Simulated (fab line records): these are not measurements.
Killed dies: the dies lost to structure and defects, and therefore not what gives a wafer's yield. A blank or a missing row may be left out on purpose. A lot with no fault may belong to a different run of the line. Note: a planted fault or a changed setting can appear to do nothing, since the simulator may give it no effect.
Matching of chambers | flow gf180mcu | GF_V2_CMP_26 on cmp-02: 4 sister chambers
The step polishes, stops on SiO2, t overpolish 15 s, target thk 0 nm. 4 wafers are shown with their chamber, then 11 later ones without.

== WAFERS, EACH WITH ITS CHAMBER ==
wafer  | chamber | motor current A (A)
L082.5 | 2       | 10.1
L082.6 | 3       | 10.9
L086.6 | 0       | 9.7
L087.1 | 1       | 11.0

== WAFERS WITHOUT THEIR CHAMBER ==
wafer  | motor current A (A)
L087.3 | 12.0
L087.5 | 10.0
L091.2 | 12.1
L091.3 | 10.7
L091.5 | 10.8
L092.2 | 11.7
L092.4 | 10.8
L092.5 | 11.0
L095.1 | 9.8
L095.3 | 10.4
L095.5 | 10.9

== WHICH CHAMBER EACH ONE RAN IN ==
wafer  | from the rows above               | in truth
L087.3 | can't be placed: 1 or 3 or 2      | 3
L087.5 | can't be placed: 2 or 0 or 3 or 1 | 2
L091.2 | can't be placed: 1 or 3 or 2      | 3
L091.3 | can't be placed: 3 or 1 or 2 or 0 | 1
L091.5 | can't be placed: 3 or 1 or 2 or 0 | 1
L092.2 | can't be placed: 1 or 3 or 2      | 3
L092.4 | can't be placed: 3 or 1 or 2 or 0 | 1
L092.5 | can't be placed: 1 or 3 or 2      | 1
L095.1 | can't be placed: 0 or 2 or 3      | 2
L095.3 | can't be placed: 2 or 3 or 1 or 0 | 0
L095.5 | can't be placed: 3 or 1 or 2      | 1
Correctly placed: 0 of 11. Unplaceable from these rows: 11, with the true chamber sitting among the candidates in 11. Wrongly placed: 0.
How it was worked out, from the rows above alone: a wafer's distance from a chamber is the root of the sum, over the readings, of the square of ((its reading less the chamber's mean) divided by the reading's scatter). If the next closest chamber is less than 2 further off than the closest, the wafer can't be placed; otherwise it belongs to the closest. For every chamber, the mean is computed from those of its wafers that are shown. The scatter: with one shown wafer a chamber, the root of the mean of the squares of how far each hidden wafer lies from its nearest shown one.
